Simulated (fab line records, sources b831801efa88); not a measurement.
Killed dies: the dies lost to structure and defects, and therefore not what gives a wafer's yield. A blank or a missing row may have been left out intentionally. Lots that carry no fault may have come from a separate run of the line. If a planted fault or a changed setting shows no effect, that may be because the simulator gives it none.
fab line records	flow sky130	part 1 of 2: steps 1 to 23 of 33
[record] lots = 5	wafers = 15	last-day = 50
route steps=708 shown LI_CONTACT@382 LOCAL_INTERCONNECT@387 CONTACT@406
lots that met no fault: from a run of the same line without faults
start-h: start of the lot's first displayed wafer, in hours after the record's first day	wait-h: hours since the lot's step before	" same as the row above	L1.1+2: a single row standing in for several wafers	- no value, or no start was given	* or withheld: withheld	< > ~ a bound
route shown NAME@n: a module of which the file shows steps, and the number in the route of the first	usual: mean/standard deviation of fault-free wafers	same: alike in all rows	chamber/n: place in a boat	sites: per-site readings	_std_site: the standard deviation of these	_edge_site: outer sites' mean less inner sites'	radius-mm: for every site, how far away it sits from the centre of the wafer	mask NAME#n: copy n	behind: the last tool/chamber to shape the wafer	hold: why the lot went on hold/how many hours it stayed there/how the hold came to an end	device: names the non-switching transistor (n, p or np)	end of line: the tests these same wafers got at the end of their route	where a step has no rows: the recipe by itself	killed: count of dies lost to structure and defects at first sort (not the wafer's yield)	map: a wafer's dies, x killed, . not, _ none there
set.NAME: the run value of the setting; set.NAME@STEP: its run value at that earlier step	model.NAME: the simulator's own value behind a step, which no gauge read
lots seen at some steps along the route; tables by step, rows by wafer
services: the hour from which a tool's chamber was out of use, counted from the record's first day as start-h (under 0 if before that day), plus the number of hours and why
[[steps]]
[step SKY_LI_CONTACT_SPUTTER_20]
[recipe] material = TiN	target-thk-nm = 20	chamber-pressure-pa = 5	power-w = 4000	time-s = 80
[usual] throttle-valve-pct = 29.9/1.1
lot.wafer	tool	chamber	start-h	wait-h	throttle-valve-pct
L074.2	pvd-sputter-03	-	684.85	0.0	29.3
L074.3	"	-	"	"	30.7
L074.5	"	-	"	"	30.8
L078.1	pvd-sputter-01	-	721.22	0.0	29.2
L078.3	"	-	"	"	27.7
L078.4	"	-	"	"	29.3
L088.1	pvd-sputter-03	-	797.72	0.0	30.7
L088.4	"	-	"	"	30.9
L088.5	"	-	"	"	29.1
L090.1	pvd-sputter-02	-	820.02	0.0	27.5
L090.3	"	-	"	"	30.5
L090.5	"	-	"	"	27.8
L094.2	pvd-sputter-03	-	837.17	0.0	29.3
L094.3	"	-	"	"	30.7
L094.6	"	-	"	"	29.7
[step SKY_LI_CONTACT_CVD_21]
[recipe] material = W	target-thk-nm = 400	time-s = 120.56	temp-c = 396.7	pressure-torr = 40
[usual] heater-power-w = 839/110
lot.wafer	tool	chamber	start-h	wait-h	heater-power-w	since-wet-clean-h
L074.2	cvd-w-01	1	684.91	0.0	811	281
L074.3	"	1	"	"	812	-
L074.5	"	0	"	"	787	-
L078.1	cvd-w-02	0	721.29	0.0	730	817
L078.3	"	0	"	"	741	-
L078.4	"	0	"	"	734	-
L088.1	cvd-w-01	1	797.78	0.0	826	394
L088.4	"	0	"	"	784	-
L088.5	"	1	"	"	798	-
L090.1	cvd-w-02	0	820.08	0.0	740	916
L090.3	"	0	"	"	729	-
L090.5	"	0	"	"	735	-
L094.2	cvd-w-01	0	837.23	0.0	802	433
L094.3	"	1	"	"	803	-
L094.6	"	0	"	"	801	-
[step SKY_LI_CONTACT_RS_MEAS_22]
[recipe] thk-meas-gauge = four-point-probe	reads = W_of_LI_CONTACT_CVD_21+TiN_of_LI_CONTACT_SPUTTER_20+Ti_of_LI_CONTACT_SPUTTER_19
[usual] LI_CONTACT_W_RS = 0.304/0.003
lot.wafer	tool	chamber	start-h	wait-h	LI_CONTACT_W_RS[ohm/sq]
L074.2	film-metro-01	-	685.06	0.1	0.306
L074.3	"	-	"	"	0.304
L074.5	"	-	"	"	0.308
L078.1	film-metro-01	-	721.54	0.2	0.301
L078.3	"	-	"	"	0.301
L078.4	"	-	"	"	0.303
L088.1	film-metro-02	-	797.90	0.1	0.308
L088.4	"	-	"	"	0.309
L088.5	"	-	"	"	0.309
L090.1	film-metro-02	-	820.21	0.1	0.301
L090.3	"	-	"	"	0.306
L090.5	"	-	"	"	0.305
L094.2	film-metro-02	-	837.38	0.1	0.308
L094.3	"	-	"	"	0.306
L094.6	"	-	"	"	0.310
[step SKY_LI_CONTACT_THK_MEAS_23]
[recipe] thk-meas-gauge = xrf	reads = W_of_LI_CONTACT_CVD_21
[usual] LI_CONTACT_W_THK = 389/4.6
lot.wafer	tool	chamber	start-h	wait-h	LI_CONTACT_W_THK[nm]
L074.2	film-metro-01	-	685.17	0.1	388
L074.3	"	-	"	"	386
L074.5	"	-	"	"	385
L078.1	film-metro-01	-	721.66	0.1	387
L078.3	"	-	"	"	392
L078.4	"	-	"	"	387
L088.1	film-metro-02	-	798.02	0.1	382
L088.4	"	-	"	"	379
L088.5	"	-	"	"	385
L090.1	film-metro-02	-	820.33	0.1	396
L090.3	"	-	"	"	393
L090.5	"	-	"	"	395
L094.2	film-metro-02	-	837.49	0.1	391
L094.3	"	-	"	"	390
L094.6	"	-	"	"	388
[step SKY_LI_CONTACT_CMP_24]
[recipe] stop-on = PSG	t-overpolish-s = 20	down-force-psi = 3.5	platen-rpm = 60	target-thk-nm = 0	pad-velocity-m-s = 0.94248
[usual] motor-current-A = 11.8/1	overpolish-run-s = 19.999/0.009	time-to-endpoint-s = 91/3.5
lot.wafer	tool	chamber	start-h	wait-h	motor-current-A	overpolish-run-s	time-to-endpoint-s
L074.2	cmp-01	2	685.27	0.1	11.8	20.002	90
L074.3	"	3	"	"	11.3	20.009	97
L074.5	"	1	"	"	13.3	19.992	93
L078.1	cmp-02	2	721.72	0.1	10.5	19.998	93
L078.4	"	0	"	"	12.1	20.003	92
L078.3	"	1	"	"	10.6	20.017	95
L088.4	cmp-01	0	798.34	0.3	12.0	19.988	86
L088.1	"	3	"	"	11.0	19.987	88
L088.5	"	1	"	"	12.7	20.006	90
L090.1	cmp-01	1	820.49	0.1	13.5	19.996	91
L090.3	"	2	"	"	11.5	19.995	88
L090.5	"	0	"	"	12.1	19.980	89
L094.3	cmp-01	0	837.54	0.0	12.4	19.994	88
L094.2	"	2	"	"	11.1	19.998	93
L094.6	"	1	"	"	13.6	20.000	90
[step SKY_LOCAL_INTERCONNECT_SPUTTER_00]
[recipe] material = TiN	target-thk-nm = 100	temp-c = 300	power-w = 6500	time-s = 83.3	chamber-pressure-pa = 0.4
[usual] throttle-valve-pct = 29.7/1.1
lot.wafer	tool	chamber	start-h	wait-h	throttle-valve-pct
L074.2	pvd-sputter-02	-	685.52	0.2	30.4
L074.3	"	-	"	"	31.9
L074.5	"	-	"	"	32.1
L078.1	pvd-sputter-04	-	722.02	0.2	29.7
L078.3	"	-	"	"	28.0
L078.4	"	-	"	"	29.6
L088.1	pvd-sputter-04	-	798.64	0.1	29.4
L088.4	"	-	"	"	29.8
L088.5	"	-	"	"	29.5
L090.1	pvd-sputter-03	-	820.69	0.1	31.1
L090.3	"	-	"	"	30.8
L090.5	"	-	"	"	31.0
L094.2	pvd-sputter-02	-	837.84	0.1	30.3
L094.3	"	-	"	"	27.8
L094.6	"	-	"	"	30.5
[step SKY_LOCAL_INTERCONNECT_RS_MEAS_01]
[recipe] thk-meas-gauge = four-point-probe	reads = TiN_of_LOCAL_INTERCONNECT_SPUTTER_00
[usual] LOCAL_INTERCONNECT_TIN_RS = 14.08/0.15
lot.wafer	tool	chamber	start-h	wait-h	LOCAL_INTERCONNECT_TIN_RS[ohm/sq]
L074.2	film-metro-01	-	685.60	0.1	13.98
L074.3	"	-	"	"	14.00
L074.5	"	-	"	"	14.07
L078.1	film-metro-01	-	722.08	0.0	14.04
L078.3	"	-	"	"	13.84
L078.4	"	-	"	"	14.09
L088.1	film-metro-01	-	798.70	0.0	14.17
L088.4	"	-	"	"	14.14
L088.5	"	-	"	"	14.30
L090.1	film-metro-02	-	820.75	0.0	14.05
L090.3	"	-	"	"	14.12
L090.5	"	-	"	"	14.28
L094.2	film-metro-02	-	837.92	0.1	13.98
L094.3	"	-	"	"	14.18
L094.6	"	-	"	"	13.94
[step SKY_LOCAL_INTERCONNECT_THK_MEAS_02]
[recipe] thk-meas-gauge = xrf	reads = TiN_of_LOCAL_INTERCONNECT_SPUTTER_00
[usual] LOCAL_INTERCONNECT_TIN_THK = 99.1/1.2
lot.wafer	tool	chamber	start-h	wait-h	LOCAL_INTERCONNECT_TIN_THK[nm]
L074.2	film-metro-01	-	685.71	0.1	99.3
L074.3	"	-	"	"	99.3
L074.5	"	-	"	"	98.8
L078.1	film-metro-01	-	731.72	9.6	98.8
L078.3	"	-	"	"	100.2
L078.4	"	-	"	"	98.6
L088.1	film-metro-01	-	798.82	0.1	97.6
L088.4	"	-	"	"	98.5
L088.5	"	-	"	"	97.4
L090.1	film-metro-02	-	820.87	0.1	99.4
L090.3	"	-	"	"	98.4
L090.5	"	-	"	"	98.0
L094.2	film-metro-02	-	838.03	0.1	100.2
L094.3	"	-	"	"	99.0
L094.6	"	-	"	"	100.2
[step SKY_LOCAL_INTERCONNECT_DEHYDRATE_03]
[recipe] temp-c = 200	time-s = 60
[usual] exhaust-pa = 44.8/0.95	heater-power-total-W = 160.38/0.13	plate-temp-C = 200.04/0.16
lot.wafer	tool	chamber	start-h	wait-h	exhaust-pa	heater-power-total-W	plate-temp-C
L074.2	litho-track-01	0	699.30	13.6	43.8	160.23	199.93
L074.3	"	0	"	"	45.2	160.54	199.86
L074.5	"	0	"	"	45.2	160.38	199.93
L078.1	litho-track-04	0	744.57	12.8	44.0	160.19	200.10
L078.3	"	0	"	"	44.8	160.31	200.11
L078.4	"	0	"	"	44.4	160.32	200.07
L088.1	litho-track-02	0	811.70	12.9	43.1	160.30	200.14
L088.4	"	0	"	"	42.8	160.30	200.06
L088.5	"	0	"	"	43.4	160.24	200.02
L090.1	litho-track-01	0	833.53	12.6	45.8	160.56	200.16
L090.3	"	0	"	"	45.3	160.49	200.32
L090.5	"	0	"	"	44.7	160.48	200.21
L094.2	litho-track-01	0	850.90	12.9	45.7	160.45	199.80
L094.3	"	0	"	"	44.8	160.44	199.99
L094.6	"	0	"	"	44.8	160.22	199.82
[step SKY_LOCAL_INTERCONNECT_HMDS_04]
[recipe] prime-time-s = 60	prime-temp-c = 120
[usual] exhaust-pa = 45.0/0.94
lot.wafer	tool	chamber	start-h	wait-h	exhaust-pa
L074.2	litho-track-01	0	699.45	0.1	45.6
L074.3	"	0	"	"	44.7
L074.5	"	0	"	"	45.7
L078.1	litho-track-04	0	744.72	0.1	46.3
L078.3	"	0	"	"	46.0
L078.4	"	0	"	"	44.9
L088.1	litho-track-02	0	811.85	0.1	44.3
L088.4	"	0	"	"	45.7
L088.5	"	0	"	"	44.4
L090.1	litho-track-01	0	833.68	0.1	42.6
L090.3	"	0	"	"	44.0
L090.5	"	0	"	"	43.3
L094.2	litho-track-01	0	851.05	0.1	43.8
L094.3	"	0	"	"	43.8
L094.6	"	0	"	"	45.1
[step SKY_LOCAL_INTERCONNECT_COAT_05]
[recipe] resist = BARC	temp-c = withheld	time-s = withheld	spin-rpm = 3000	resist-thk-nm = 60
[usual] exhaust-pa = 45.0/0.78	spin-speed-rpm = 3000.2/2.1
lot.wafer	tool	chamber	start-h	wait-h	exhaust-pa	spin-speed-rpm
L074.2	litho-track-01	0	699.60	0.1	44.3	2997.0
L074.3	"	0	"	"	45.1	3002.5
L074.5	"	0	"	"	45.0	2997.5
L078.1	litho-track-04	0	744.87	0.1	45.7	3001.1
L078.3	"	0	"	"	46.4	3002.8
L078.4	"	0	"	"	45.1	2996.5
L088.1	litho-track-02	0	812.00	0.1	44.5	3000.8
L088.4	"	0	"	"	44.6	2999.2
L088.5	"	0	"	"	44.9	3003.6
L090.1	litho-track-01	0	833.83	0.1	45.8	3001.8
L090.3	"	0	"	"	45.3	2999.8
L090.5	"	0	"	"	44.1	2999.7
L094.2	litho-track-01	0	851.20	0.1	44.9	3000.2
L094.3	"	0	"	"	45.1	3003.3
L094.6	"	0	"	"	44.5	2998.2
[step SKY_LOCAL_INTERCONNECT_COAT_06]
[recipe] resist = KrF-thick	spin-rpm = 3000	resist-thk-nm = 450
[usual] exhaust-pa = 44.9/0.86	spin-speed-rpm = 2999.9/2.4
lot.wafer	tool	chamber	start-h	wait-h	exhaust-pa	spin-speed-rpm
L074.2	litho-track-01	0	-	-	44.7	2999.7
L074.3	"	0	"	"	45.6	3001.3
L074.5	"	0	"	"	44.1	3000.2
L078.1	litho-track-04	0	-	-	46.2	3003.1
L078.3	"	0	"	"	45.3	2998.7
L078.4	"	0	"	"	45.5	3001.7
L088.1	litho-track-02	0	-	-	45.7	3002.4
L088.4	"	0	"	"	45.7	3001.2
L088.5	"	0	"	"	44.9	3002.1
L090.1	litho-track-01	0	-	-	45.1	2998.0
L090.3	"	0	"	"	44.3	2994.3
L090.5	"	0	"	"	43.9	3001.2
L094.2	litho-track-01	0	-	-	46.2	2999.5
L094.3	"	0	"	"	45.4	2997.8
L094.6	"	0	"	"	46.3	2998.7
[step SKY_LOCAL_INTERCONNECT_SOFTBAKE_07]
[recipe] temp-c = 100	time-s = 90	resist = KrF-thick
[usual] exhaust-pa = 45.1/0.93	heater-power-total-W = 57.35/0.11	plate-temp-C = 99.99/0.13
lot.wafer	tool	chamber	start-h	wait-h	exhaust-pa	heater-power-total-W	plate-temp-C
L074.2	litho-track-01	0	-	-	45.2	57.34	99.99
L074.3	"	0	"	"	43.1	57.37	99.91
L074.5	"	0	"	"	44.9	57.34	99.94
L078.1	litho-track-04	0	-	-	45.7	57.19	99.92
L078.3	"	0	"	"	46.5	57.33	100.00
L078.4	"	0	"	"	46.7	57.28	99.74
L088.1	litho-track-02	0	-	-	44.9	57.46	99.97
L088.4	"	0	"	"	45.4	57.48	100.03
L088.5	"	0	"	"	44.5	57.26	100.05
L090.1	litho-track-01	0	-	-	45.7	57.41	99.97
L090.3	"	0	"	"	44.9	57.32	100.07
L090.5	"	0	"	"	44.6	57.22	99.98
L094.2	litho-track-01	0	-	-	46.1	57.48	99.79
L094.3	"	0	"	"	43.6	57.16	100.00
L094.6	"	0	"	"	44.7	57.31	100.05
[step SKY_LOCAL_INTERCONNECT_EXPOSE_08]
[recipe] mask-id = LI1M	na = 0.8	source-shape = annular	sigma-inner = 0.55	sigma-outer = 0.85	target-cd-nm = 170	dose-mj = 28
[same] sigma-inner = 0.55
lot.wafer	tool	chamber	start-h	wait-h	mask
L074.2+3+5	krf-scanner-01	0	-	-	LI1M#0
L078.1+3+4	krf-scanner-01	0	-	-	LI1M#0
L088.1+4+5	krf-scanner-02	0	-	-	LI1M#0
L090.1+3+5	krf-scanner-01	0	-	-	LI1M#0
L094.2+3+6	krf-scanner-01	0	-	-	LI1M#0
[step SKY_LOCAL_INTERCONNECT_PEB_09]
[recipe] peb-temp-c = withheld	peb-time-s = withheld	resist = KrF-thick
[usual] exhaust-pa = 45.0/0.83
lot.wafer	tool	chamber	start-h	wait-h	exhaust-pa
L074.2	litho-track-04	0	-	-	45.2
L074.3	"	0	"	"	45.0
L074.5	"	0	"	"	44.9
L078.1	litho-track-02	0	-	-	44.7
L078.3	"	0	"	"	45.0
L078.4	"	0	"	"	45.3
L088.1	litho-track-04	0	-	-	45.2
L088.4	"	0	"	"	44.3
L088.5	"	0	"	"	44.1
L090.1	litho-track-04	0	-	-	44.6
L090.3	"	0	"	"	44.9
L090.5	"	0	"	"	45.1
L094.2	litho-track-01	0	-	-	45.0
L094.3	"	0	"	"	45.0
L094.6	"	0	"	"	44.0
[step SKY_LOCAL_INTERCONNECT_DEVELOP_10]
[recipe] develop-time-s = 60	resist = KrF-thick	dev-temp-c = 21
[usual] exhaust-pa = 45.1/0.98
lot.wafer	tool	chamber	start-h	wait-h	exhaust-pa
L074.2	litho-track-04	0	-	-	43.6
L074.3	"	0	"	"	44.7
L074.5	"	0	"	"	44.4
L078.1	litho-track-02	0	-	-	46.2
L078.3	"	0	"	"	45.2
L078.4	"	0	"	"	44.8
L088.1	litho-track-04	0	-	-	43.7
L088.4	"	0	"	"	43.5
L088.5	"	0	"	"	44.9
L090.1	litho-track-04	0	-	-	46.0
L090.3	"	0	"	"	46.4
L090.5	"	0	"	"	45.5
L094.2	litho-track-01	0	-	-	44.6
L094.3	"	0	"	"	44.2
L094.6	"	0	"	"	45.7
[step SKY_LOCAL_INTERCONNECT_CD_MEAS_11]
[recipe] target-cd-nm = 170
[usual] cd-nm = 170.2/1.6
lot.wafer	tool	chamber	start-h	wait-h	cd-nm
L074.2	cd-sem-02	-	714.44	-	169.6
L074.3	"	-	"	"	168.7
L074.5	"	-	"	"	170.0
L078.1	cd-sem-02	-	759.00	-	170.7
L078.3	"	-	"	"	171.6
L078.4	"	-	"	"	173.3
L088.1	cd-sem-02	-	826.27	-	170.2
L088.4	"	-	"	"	169.5
L088.5	"	-	"	"	170.2
L090.1	cd-sem-02	-	847.42	-	171.8
L090.3	"	-	"	"	171.9
L090.5	"	-	"	"	171.8
L094.2	cd-sem-01	-	864.05	-	171.3
L094.3	"	-	"	"	169.6
L094.6	"	-	"	"	169.1
[step SKY_LOCAL_INTERCONNECT_OVL_MEAS_12]
[usual] LOCAL_INTERCONNECT_OVL = -1/5.9
lot.wafer	tool	chamber	start-h	wait-h	LOCAL_INTERCONNECT_OVL[nm]
L074.2	overlay-02	-	714.54	0.1	-6
L074.3	"	-	"	"	-2
L074.5	"	-	"	"	-4
L078.1	overlay-01	-	759.12	0.1	-14
L078.3	"	-	"	"	-4
L078.4	"	-	"	"	-6
L088.1	overlay-02	-	826.39	0.1	2
L088.4	"	-	"	"	11
L088.5	"	-	"	"	5
L090.1	overlay-01	-	847.54	0.1	-5
L090.3	"	-	"	"	-4
L090.5	"	-	"	"	-5
L094.2	overlay-01	-	864.15	0.1	-9
L094.3	"	-	"	"	-7
L094.6	"	-	"	"	-6
[step SKY_LOCAL_INTERCONNECT_ETCH_13]
[recipe] chemistry = N2/H2	target = BARC	ion-energy-ev = 200	bias-w = 100	pressure-mtorr = 30	n2-flow-sccm = 100	h2-flow-sccm = 200	icp-w = 500	stop-on = SiO2	time-s = 45.9	target-depth-a = 600
[usual] drypump-motor-current-A = 6.14/0.23	n2-flow-sccm = 100.02/0.29	oes-product-au = 0.855/0.005	throttle-valve-pct = 13.224/0.009
lot.wafer	tool	chamber	start-h	wait-h	drypump-motor-current-A	n2-flow-sccm	oes-product-au	rf-hours-counter-h	throttle-valve-pct
L074.2	rie-metal-03	0	714.57	0.0	6.21	99.88	0.855	13	13.226
L074.3	"	1	"	"	6.13	100.33	0.850	-	13.240
L074.5	"	1	"	"	6.12	100.25	0.855	-	13.226
L078.1	rie-metal-02	0	759.15	0.0	5.63	99.82	0.857	0	13.221
L078.3	"	1	"	"	6.38	100.42	0.851	-	13.228
L078.4	"	0	"	"	5.65	99.99	0.857	-	13.209
L088.1	rie-metal-03	1	826.42	0.0	6.12	100.46	0.858	13	13.223
L088.4	"	1	"	"	6.13	100.37	0.856	-	13.225
L088.5	"	0	"	"	6.22	99.40	0.849	-	13.240
L090.1	rie-metal-02	0	847.57	0.0	5.61	99.40	0.857	4	13.220
L090.3	"	1	"	"	6.35	99.93	0.850	-	13.239
L090.5	"	1	"	"	6.37	99.85	0.852	-	13.229
L094.2	rie-metal-04	1	864.18	0.0	6.29	100.09	0.853	9	13.225
L094.3	"	0	"	"	5.90	99.82	0.855	-	13.205
L094.6	"	1	"	"	6.30	99.73	0.848	-	13.231
[step SKY_LOCAL_INTERCONNECT_METAL_ETCH_14]
[recipe] target-depth-nm = 110	stop-on = PSG	chemistry = Cl2/BCl3	target = TiN	resist-sidewall-deg = 88	pressure-mtorr = 10	icp-w = 900	bias-w = 48.5	Cl2_flow_sccm = 60	bcl3-flow-sccm = 30	time-s = 31.4
[usual] drypump-motor-current-A = 6.13/0.23	oes-product-au = 0.944/0.0074	throttle-valve-pct = 21.899/0.01
lot.wafer	tool	chamber	start-h	wait-h	drypump-motor-current-A	oes-product-au	rf-hours-counter-h	throttle-valve-pct
L074.2	rie-metal-03	0	714.63	0.0	6.19	0.955	13	21.890
L074.3	"	1	"	"	6.09	0.940	-	21.898
L074.5	"	1	"	"	6.06	0.950	-	21.901
L078.1	rie-metal-02	0	759.22	0.0	5.61	0.949	0	21.906
L078.3	"	1	"	"	6.38	0.951	-	21.894
L078.4	"	0	"	"	5.62	0.936	-	21.901
L088.1	rie-metal-03	1	826.48	0.0	6.09	0.943	13	21.908
L088.4	"	1	"	"	6.06	0.948	-	21.888
L088.5	"	0	"	"	6.23	0.940	-	21.918
L090.1	rie-metal-02	0	847.63	0.0	5.62	0.944	4	21.902
L090.3	"	1	"	"	6.37	0.940	-	21.922
L090.5	"	1	"	"	6.36	0.930	-	21.917
L094.2	rie-metal-04	1	864.25	0.0	6.33	0.945	9	21.917
L094.3	"	0	"	"	5.86	0.940	-	21.902
L094.6	"	1	"	"	6.30	0.947	-	21.894
[step SKY_LOCAL_INTERCONNECT_STRIP_15]
[recipe] chemistry = O2/N2	power-w = 1400	pressure-mtorr = 1500	platen-temp-c = withheld	o2-flow-sccm = 3000	n2-flow-sccm = 300	overash-fraction = 0.5
[usual] drypump-motor-current-A = 5.6/0.36	n2-flow-sccm = 300.0/1	oes-product-au = 0.427/0.0043	strip-time-to-endpoint-s = 4.733/0.023
lot.wafer	tool	chamber	start-h	wait-h	drypump-motor-current-A	n2-flow-sccm	oes-product-au	rf-hours-counter-h	strip-time-to-endpoint-s
L074.2	plasma-asher-01	1	714.69	0.0	5.2	300.4	0.429	28	4.728
L074.3	"	0	"	"	6.3	300.4	0.425	-	4.715
L074.5	"	0	"	"	6.3	301.1	0.424	-	4.711
L078.1	plasma-asher-04	1	759.27	0.0	5.7	297.2	0.428	94	4.722
L078.3	"	0	"	"	5.3	299.6	0.426	-	4.678
L078.4	"	1	"	"	5.7	296.7	0.426	-	4.701
L088.1	plasma-asher-04	0	826.54	0.0	5.3	299.9	0.427	100	4.723
L088.4	"	1	"	"	5.7	300.3	0.421	-	4.740
L088.5	"	1	"	"	5.7	300.9	0.425	-	4.722
L090.1	plasma-asher-04	0	847.69	0.0	5.3	298.2	0.434	103	4.783
L090.3	"	0	"	"	5.3	298.4	0.432	-	4.757
L090.5	"	0	"	"	5.3	300.2	0.434	-	4.750
L094.2	plasma-asher-04	1	864.30	0.0	5.7	301.6	0.434	104	4.787
L094.3	"	1	"	"	5.7	301.2	0.424	-	4.767
L094.6	"	1	"	"	5.7	301.3	0.432	-	4.772
[step SKY_LOCAL_INTERCONNECT_STRIP_16]
[recipe] chemistry = post-etch-residue-remover	time-s = 1200	temp-c = 72.5
lot.wafer	tool	chamber	start-h	wait-h
L074.2+3+5	wet-bench-04	1	714.79	0.1
L078.1+3+4	wet-bench-04	0	759.37	0.1
L088.1+4+5	wet-bench-04	1	826.64	0.1
L090.1+3+5	wet-bench-03	1	847.79	0.1
L094.2+3+6	wet-bench-03	3	864.40	0.1
[step SKY_LOCAL_INTERCONNECT_CLEAN_17]
[recipe] chemistry = IPA	time-s = 180	temp-c = 25
lot.wafer	tool	chamber	start-h	wait-h
L074.2+3+5	wet-bench-03	0	715.47	0.0
L078.1+3+4	wet-bench-02	2	759.71	0.0
L088.1+4+5	wet-bench-03	2	826.98	0.0
L090.1+3+5	wet-bench-04	2	848.13	0.0
L094.2+3+6	wet-bench-04	3	864.74	0.0
